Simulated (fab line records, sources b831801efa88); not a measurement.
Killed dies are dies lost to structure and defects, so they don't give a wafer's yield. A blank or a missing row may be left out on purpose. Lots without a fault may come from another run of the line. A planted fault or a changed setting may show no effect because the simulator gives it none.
Which tool did it? | flow gf180mcu | 10 lots, 30 wafers sampled, at 6 steps of a route of 602

WHAT THE GAUGES READ, wafer by wafer
GF_M2_THK_MEAS_06: measures by xrf.
lot  | measured     | on            | M2_ALCU_THK (nm)
L258 | day 17 13:03 | film_metro-01 | 445 445 446
L259 | day 18 10:51 | film_metro-03 | 446 442 449
L261 | day 18 18:24 | film_metro-01 | 446 446 455
L265 | day 22 06:35 | film_metro-02 | 445 450 444
L267 | day 22 07:35 | film_metro-01 | 445 441 446
L270 | day 23 02:56 | film_metro-03 | 446 445 449
L271 | day 23 23:08 | film_metro-03 | 445 444 444
L272 | day 24 01:56 | film_metro-02 | 450 447 450
L278 | day 26 04:35 | film_metro-03 | 440 438 444
L280 | day 26 15:32 | film_metro-02 | 443 442 449

GF_M3_RS_MEAS_05: measures by four-point-probe.
lot  | measured     | on            | M3_ALCU_RS (ohm/sq)
L258 | day 19 16:35 | film_metro-02 | 0.0691 0.0685 0.0698
L259 | day 20 14:42 | film_metro-01 | 0.0689 0.0697 0.0692
L261 | day 20 22:52 | film_metro-01 | 0.0694 0.0693 0.0699
L265 | day 24 06:02 | film_metro-01 | 0.0715 0.0706 0.0706
L267 | day 24 07:55 | film_metro-04 | 0.0703 0.0701 0.0683
L270 | day 25 01:41 | film_metro-01 | 0.0712 0.0702 0.0859
L271 | day 25 21:37 | film_metro-04 | 0.0696 0.0690 0.0827
L272 | day 25 23:12 | film_metro-01 | 0.0693 0.0696 0.0699
L278 | day 27 23:32 | film_metro-01 | 0.0706 0.0700 0.0698
L280 | day 28 10:13 | film_metro-01 | 0.0698 0.0707 0.0703

GF_M3_THK_MEAS_06: measures by xrf.
lot  | measured     | on            | M3_ALCU_THK (nm)
L258 | day 19 16:43 | film_metro-02 | 446 449 442
L259 | day 20 14:49 | film_metro-01 | 452 446 449
L261 | day 20 22:59 | film_metro-01 | 447 451 444
L265 | day 24 06:08 | film_metro-01 | 436 441 442
L267 | day 24 08:02 | film_metro-04 | 437 438 451
L270 | day 25 01:49 | film_metro-01 | 438 445 362
L271 | day 25 21:44 | film_metro-04 | 446 448 374
L272 | day 25 23:19 | film_metro-01 | 448 449 445
L278 | day 27 23:39 | film_metro-01 | 440 444 445
L280 | day 28 10:19 | film_metro-01 | 446 444 445

GF_M3_CD_MEAS_14: target cd 280 nm.
lot  | measured     | on        | cd_nm (nm)
L258 | day 20 17:46 | cd_sem-01 | 280.2 279.4 280.1
L259 | day 21 14:47 | cd_sem-02 | 283.4 283.1 283.3
L261 | day 21 22:45 | cd_sem-02 | 279.9 280.8 279.2
L265 | day 25 02:53 | cd_sem-01 | 280.4 280.2 280.3
L267 | day 25 05:08 | cd_sem-02 | 281.9 281.9 281.0
L270 | day 25 22:48 | cd_sem-02 | 278.6 280.2 279.1
L271 | day 26 17:02 | cd_sem-02 | 279.1 279.6 279.1
L272 | day 26 19:21 | cd_sem-01 | 279.8 279.6 279.3
L278 | day 28 18:04 | cd_sem-02 | 280.6 280.9 281.8
L280 | day 29 04:52 | cd_sem-01 | 279.8 280.1 279.9

WHICH TOOL RAN EACH LOT (tool, then ch and the chambers of the sampled wafers, then the start)
lot  | GF_M3_SPUTTER_02             | GF_M3_SPUTTER_03
L258 | pvd_sputter-02, day 19 16:30 | pvd_sputter-02, day 19 16:32
L259 | pvd_sputter-01, day 20 14:35 | pvd_sputter-01, day 20 14:37
L261 | pvd_sputter-02, day 20 22:46 | pvd_sputter-02, day 20 22:47
L265 | pvd_sputter-02, day 24 05:55 | pvd_sputter-02, day 24 05:56
L267 | pvd_sputter-02, day 24 07:49 | pvd_sputter-02, day 24 07:50
L270 | pvd_sputter-02, day 25 01:36 | pvd_sputter-02, day 25 01:38
L271 | pvd_sputter-02, day 25 21:31 | pvd_sputter-02, day 25 21:33
L272 | pvd_sputter-04, day 25 23:05 | pvd_sputter-04, day 25 23:07
L278 | pvd_sputter-01, day 27 23:26 | pvd_sputter-01, day 27 23:28
L280 | pvd_sputter-01, day 28 10:06 | pvd_sputter-01, day 28 10:08
- GF_M3_SPUTTER_02: material AlCu, target thk 450 nm, time 23.9 s.
- GF_M3_SPUTTER_03: material Ti, target thk 10 nm, time 6.7 s.

WHAT THE TOOLS THEMSELVES READ (means of the sampled wafers that have a number; where no wafer has one, the mark that the record gives instead)
GF_M3_SPUTTER_02.
lot  | tool           | cathode_dc_power_W (W) | throttle_valve_pct (%)
L258 | pvd_sputter-02 | 10601                  | 29.8
L259 | pvd_sputter-01 | 10600                  | 29.0
L261 | pvd_sputter-02 | 10600                  | 30.1
L265 | pvd_sputter-02 | 10601                  | 29.9
L267 | pvd_sputter-02 | 10602                  | 29.4
L270 | pvd_sputter-02 | 10600                  | 29.9
L271 | pvd_sputter-02 | 10601                  | 29.6
L272 | pvd_sputter-04 | 10602                  | 30.2
L278 | pvd_sputter-01 | 10599                  | 29.7
L280 | pvd_sputter-01 | 10599                  | 29.0

GF_M3_SPUTTER_03.
lot  | tool           | cathode_dc_power_W (W) | throttle_valve_pct (%)
L258 | pvd_sputter-02 | 2999.8                 | 29.7
L259 | pvd_sputter-01 | 2999.7                 | 29.0
L261 | pvd_sputter-02 | 2999.9                 | 29.8
L265 | pvd_sputter-02 | 3000.1                 | 29.9
L267 | pvd_sputter-02 | 2999.7                 | 29.5
L270 | pvd_sputter-02 | 2999.7                 | 29.9
L271 | pvd_sputter-02 | 2999.3                 | 29.5
L272 | pvd_sputter-04 | 2999.8                 | 30.3
L278 | pvd_sputter-01 | 2999.8                 | 29.8
L280 | pvd_sputter-01 | 2999.9                 | 29.0

THE ANSWER, worked out from the rows above alone
Rule: what is usual is taken from the lots themselves. Put in order of their means at a reading, lots are off if they are a third of the lots or fewer, leave a main group of 4 or more, and stand apart from it by a gap of 3 or more times the standard deviation of the main group's means; of several such gaps the widest counts. A main group whose means are all the same, to the digits that the tables above print for the reading, isn't used. A lot without any number at a reading at which 4 lots or more have one is off too. The other lots that the step has rows for count as sound. The gauges are gone through in route order, then the tools' own readings, and for those a lot's mean is taken as printed above. The first step at which some lot is off is used, and at that step the reading that is off furthest; a lot without a number counts as furthest.
Off: L270, L271, at GF_M3_RS_MEAS_05 (M3_ALCU_RS). The main group: mean 0.0698 ohm/sq, standard deviation 0.00055.
A tool fits if, at a process step before that reading, it ran every lot that is off, and no sound lot after the first of them. The gauges at GF_M3_RS_MEAS_05 are tried like those tools. One fits: pvd_sputter-02 at GF_M3_SPUTTER_02 and GF_M3_SPUTTER_03. At GF_M3_SPUTTER_02 its last sound lot is L267 (day 24 07:49), its first lot that is off L270 (day 25 01:36): a fault that began between those two fits.

WHAT THE SIMULATOR HAD PUT IN
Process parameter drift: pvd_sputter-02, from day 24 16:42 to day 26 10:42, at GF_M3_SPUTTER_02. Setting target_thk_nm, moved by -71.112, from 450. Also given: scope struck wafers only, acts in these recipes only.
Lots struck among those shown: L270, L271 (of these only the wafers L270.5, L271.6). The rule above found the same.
